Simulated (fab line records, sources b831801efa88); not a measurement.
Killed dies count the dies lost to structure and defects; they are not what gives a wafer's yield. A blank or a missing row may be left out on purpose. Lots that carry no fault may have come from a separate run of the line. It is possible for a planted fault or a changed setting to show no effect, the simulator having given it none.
A struck lot beside a sound one -- flow gf180mcu -- 23 out of 602 route steps
Sound: wafers L873.4, L873.5, L873.6. The struck wafers were L882.3, L882.4, L882.5. The cause is given at the end.
At each step with rows: each side's tool, then ch and its chambers, then its first start. Under that, the readings that differ: sound wafers -- struck wafers -- difference of the means -- sigmas: that difference in standard deviations of wafers without a fault.
alike: same words and numbers on both sides, and readings whose means sit less than 2 such deviations apart. not compared: any withheld reading, any reading some wafer has no value for, any bound like >300 that may hide the same value, and any number with overlapping values for which the record gives no deviation.
Wherever a step has rows on one side only, a row that says differs or no value, or a row with sigmas, the two part there. Numbers that don't overlap but have no deviation are shown without sigmas and don't part them. Lack of a reading on every wafer of one side parts them only where that side has two or more wafers.

first, 5 steps without rows for these wafers: GF_HV_LDD_COAT_02 (resist thk 1000 nm); GF_HV_LDD_SOFTBAKE_03 (time 60 s); GF_HV_LDD_EXPOSE_04 (exposes mask Nplus LV AREA, target cd 400 nm); GF_HV_LDD_PEB_05; GF_HV_LDD_DEVELOP_06 (develop time 60 s).
GF_HV_LDD_CD_MEAS_07: the cd target is 400 nm.
  sound on cd_sem-02 at day 12 13:32; struck on cd_sem-01 at day 15 01:34
  alike: cd_nm
GF_HV_LDD_OVL_MEAS_08:
  sound on overlay-02 at day 12 13:37; struck on overlay-02 at day 15 01:40
  alike: HV_LDD_OVL
after that, 1 step had no rows for these wafers: GF_HV_LDD_IMPLANT_09.
GF_HV_LDD_STRIP_10: strips in O2/N2.
  sound on plasma_asher-04 ch 0,1, day 12 13:49; struck on plasma_asher-02 ch 0,1, day 15 01:52
  alike: drypump_motor_current_A, heater_power_w, oes_product_au, strip_time_to_endpoint_s
  not compared: rf_hours_counter_h
GF_HV_LDD_TW_MEAS_11:
  sound on film_metro-01 at day 12 13:55; struck on film_metro-04 at day 15 01:58
  alike: HV_LDD_TW
then, 2 steps without rows for these wafers: GF_HV_LDD_DEHYDRATE_12 (time 60 s); GF_HV_LDD_HMDS_13 (prime time 60 s).
GF_HV_LDD_COAT_14: resist thk 1000 nm.
  sound on litho_track-02 ch 0, day 12 23:17; struck on litho_track-02 ch 0, day 15 12:19
reading,sound,struck,difference,sigmas
spin_speed_rpm (rpm),3002.1 3003.2 3000.7,3320.2 3321.7 3320.4,+318.8,+99 or more
model.NOVOLAK_of_HV_LDD_COAT_14.thk_nm (nm),1002 1002 1001,954.2 949.1 951.8,-50.0,
  alike: dispense_pressure_kPa
then, 3 steps without rows for these wafers: GF_HV_LDD_SOFTBAKE_15 (time 60 s); GF_HV_LDD_EXPOSE_16 (exposes mask Pplus LV AREA, target cd 400 nm); GF_HV_LDD_PEB_17.
GF_HV_LDD_DEVELOP_18: develop time 60 s.
  sound on litho_track-01 ch 0, day 13 09:09; struck on litho_track-03 ch 0, day 15 23:17
reading,sound,struck,difference,sigmas
model.NOVOLAK_of_HV_LDD_COAT_14.thk_nm (nm),1002 1002 1001,953.8 948.7 951.4,-50.4,
GF_HV_LDD_CD_MEAS_19: the cd target is 400 nm.
  sound on cd_sem-01 at day 13 09:17; struck on cd_sem-01 at day 15 23:25
reading,sound,struck,difference,sigmas
cd_nm (nm),401.5 402.0 400.3,407.0 407.7 409.3,+6.7,+3
GF_HV_LDD_OVL_MEAS_20:
  sound on overlay-01 at day 13 09:22; struck on overlay-01 at day 15 23:31
  alike: HV_LDD_01_OVL
after that, 1 step had no rows for these wafers: GF_HV_LDD_IMPLANT_21.
GF_HV_LDD_STRIP_22: strips in O2/N2.
  sound on plasma_asher-04 ch 0,1, day 13 09:35; struck on plasma_asher-04 ch 0,1, day 15 23:43
reading,sound,struck,difference,sigmas
strip_time_to_endpoint_s (s),12.66 12.65 12.64,12.10 12.03 12.08,-0.58,-15
  alike: drypump_motor_current_A, heater_power_w, oes_product_au
  not compared: rf_hours_counter_h
GF_HV_LDD_TW_MEAS_23:
  sound on film_metro-01 at day 13 09:40; struck on film_metro-01 at day 15 23:49
reading,sound,struck,difference,sigmas
HV_LDD_2_TW,1057 1067 1062,1050 1045 1047,-15,-3
GF_PASSIVATION_PROBE_99:
  rows exist in the record for the sound wafers here (prober-02, day 31 16:06), none for the struck ones

WHERE THEY PART
First at GF_HV_LDD_COAT_14; last, within this record, at GF_PASSIVATION_PROBE_99.

WHY: what the simulator had put in
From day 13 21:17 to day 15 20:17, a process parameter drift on litho_track-02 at GF_HV_LDD_COAT_14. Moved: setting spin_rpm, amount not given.
